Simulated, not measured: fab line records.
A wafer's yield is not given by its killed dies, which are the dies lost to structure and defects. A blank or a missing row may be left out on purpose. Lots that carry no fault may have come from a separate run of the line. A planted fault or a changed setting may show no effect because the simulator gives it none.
8D (eight disciplines) problem report, filled in by code	flow sky130	the parts of the form that need people (team, actions taken, sign-off) are left out

== 1. WHAT IS WRONG ==
Mean of strip-time-to-endpoint-s at SKY_VT_ADJUST_NCORE_STRIP_10: 14.69 s across 6 wafers in 2 lots; on wafers with no fault it is 14.20 s (standard deviation 0.042). Measured from the usual mean, that is +12 standard deviations.
The step: strips in O2/N2.
Earliest sighting: wafer L439.2 on plasma-asher-03 at day 10 10:36. At this step, 33 wafers from 11 lots have a number in the record. Rule for "out" (also "out of limits"): further than 4 standard deviations from the usual mean. The rest of the wafers with a number are treated as sound.

== 2. WHAT IT IS, WHAT IT ISN'T ==
question	is	is not
which readings at this step	strip-time-to-endpoint-s	chamber-pressure-mTorr, drypump-motor-current-A
which lots	L439, L442	L431, L432, L433, L444, L445, L446, L448, L449, L450
which wafers of those lots	all that have a number	-
read on which tools	plasma-asher-01, plasma-asher-03	plasma-asher-04
when	from day 10 10:36	up to then (9 sound wafers); but 18 sound wafers of L444, L445, L446, L448, L449, L450 came after

== 3. SUSPECTS, AND WHAT RULES EACH OUT ==
Counting: a tool at any process step up to the reading remains a suspect when it ran all the lots that are out and ran no sound lot after the first of those.
- litho-track-03 at SKY_VT_ADJUST_NCORE_COAT_02 (resist thk 1140 nm): ruled out as a lasting fault. Sound lots L444, L445, L448 ran on it after its first lot that is out, L439 (day 9 23:09).
Left after counting: nothing in the record.

== 4. THE CAUSE (what the simulator had put in) ==
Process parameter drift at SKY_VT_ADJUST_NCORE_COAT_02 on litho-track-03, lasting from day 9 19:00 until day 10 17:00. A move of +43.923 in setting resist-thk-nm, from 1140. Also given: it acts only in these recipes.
The count ruled it out by mistake, since the rule takes a fault to strike every lot its tool runs from the start of the fault on, and this one did not do so.

== 5. THE CHAIN OF EFFECTS, in route order ==
Rows list readings where the struck wafers' mean (over those with a number) sits beyond 3 standard deviations from the usual. Scope: only readings with a usual standard deviation given in the record; hours: median across lots of the time from each lot's start at the first step in this table that gives one to its start at this step; sigmas: change in usual standard deviations.
hours	step	reading	usual	on struck wafers	change	sigmas
0	SKY_VT_ADJUST_NCORE_STRIP_10	strip-time-to-endpoint-s	14.20 s	14.69	+0.49	+12
Here are the process steps it includes:
- SKY_VT_ADJUST_NCORE_STRIP_10: strips in O2/N2.
Later steps that measure or inspect, where all struck wafers having a row at the step show a number for every such reading and not one has moved that far: SKY_VT_ADJUST_HVTR_CD_MEAS_07.

== 6. HOW IT WOULD HAVE BEEN CAUGHT EARLIER ==
First out-of-limits reading in this record: day 10 10:36, which is 16 hours after fault onset at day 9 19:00.
